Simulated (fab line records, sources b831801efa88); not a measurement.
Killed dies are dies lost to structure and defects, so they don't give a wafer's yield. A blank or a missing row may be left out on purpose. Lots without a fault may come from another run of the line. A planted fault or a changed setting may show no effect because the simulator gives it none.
Problem report in the 8D (eight disciplines) form, filled by code | flow sky130 | the parts of the form that need people (team, actions taken, sign-off) are left out

1. THE PROBLEM
rf_fwd_power_W at SKY_VIA1_ETCH_14 reads a mean of 576.3 W on 1 wafer of 1 lot; wafers without a fault read 494.4 W with a standard deviation of 2.6. That is +31 standard deviations from the usual mean.
The step: etches BARC in N2/H2, stops on SiO2, time 45.9 s, target depth 60 nm.
First seen on wafer L186.4, day 39 10:32, on rie_diel-01. The record holds 30 wafers of 10 lots with a number at this step. Rule for "out", or "out of limits": more than 4 standard deviations from the usual mean. The other wafers with a number count as sound.

2. WHAT IT IS AND WHAT IT IS NOT
question                    | is                | is not
which readings at this step | rf_fwd_power_W    | drypump_motor_current_A, h2_flow_sccm, oes_product_au, throttle_valve_pct
which lots                  | L186              | L172, L173, L176, L178, L181, L184, L189, L191, L192
which wafers of those lots  | L186.4            | L186.2, L186.5
read on which tools         | rie_diel-01       | rie_diel-02, rie_diel-04
when                        | from day 39 10:32 | up to then (20 sound wafers); but 9 sound wafers of L189, L191, L192 came after

3. SUSPECTS, AND WHAT RULES EACH OUT
Counting: a tool at a process step up to the reading stays a suspect if it ran every lot that is out. Sound lots after the first of them don't rule it out here, since some wafers of a struck lot are sound.
- rie_metal-02 at SKY_METAL1_METAL_ETCH_19 (etches the open film in Cl2/BCl3, stops on SiO2, target depth 360 nm, time 78 s): kept. It ran the lot that is out, L186 (day 38 07:49); its last sound lot up to then is L178 (day 35 20:06).
- rie_diel-01 at SKY_VIA1_ETCH_14 (etches BARC in N2/H2, stops on SiO2, time 45.9 s, target depth 60 nm): kept. It ran the lot that is out, L186 (day 39 10:32); its last sound lot up to then is L178 (day 36 23:44). Its own readings are out on those wafers: rf_fwd_power_W.
- Within rie_metal-02 at SKY_METAL1_METAL_ETCH_19: the wafers that are out ran in chamber 0; their sound lot-mates ran in chamber 1.
- Within rie_diel-01 at SKY_VIA1_ETCH_14: the wafers that are out ran in chamber 0; their sound lot-mates ran in chambers 1, 2.
Left after counting: rie_metal-02 at SKY_METAL1_METAL_ETCH_19, rie_diel-01 at SKY_VIA1_ETCH_14.

4. THE CAUSE (what the simulator had put in)
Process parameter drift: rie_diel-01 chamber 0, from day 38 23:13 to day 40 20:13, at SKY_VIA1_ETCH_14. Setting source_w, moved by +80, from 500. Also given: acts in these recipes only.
Counting left 2 suspects, and this tool is among them.

5. THE CHAIN OF EFFECTS, in route order
Each row: a reading whose mean over the struck wafers that have a number lies more than 3 standard deviations from the usual. Only readings for which the record gives a usual standard deviation are gone through. hours: the time from each lot's start at the first step in this table that gives one to its start at this step, as a median over the lots. sigmas: the change in usual standard deviations.
hours | step              | reading                  | usual   | on struck wafers | change | sigmas
0     | SKY_VIA1_ETCH_14  | rf_fwd_power_W           | 494.4 W | 576.3            | +81.9  | +31
0     | SKY_VIA1_STRIP_16 | strip_time_to_endpoint_s | 4.451 s | 4.362            | -0.089 | -4.2
The process steps in it:
- SKY_VIA1_ETCH_14: etches BARC in N2/H2, stops on SiO2, time 45.9 s, target depth 60 nm.
- SKY_VIA1_STRIP_16: strips in O2/N2.

6. WHAT WOULD HAVE CAUGHT IT SOONER
In this record the first reading out of limits was taken at day 39 10:32, 11 hours after the fault began at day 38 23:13.
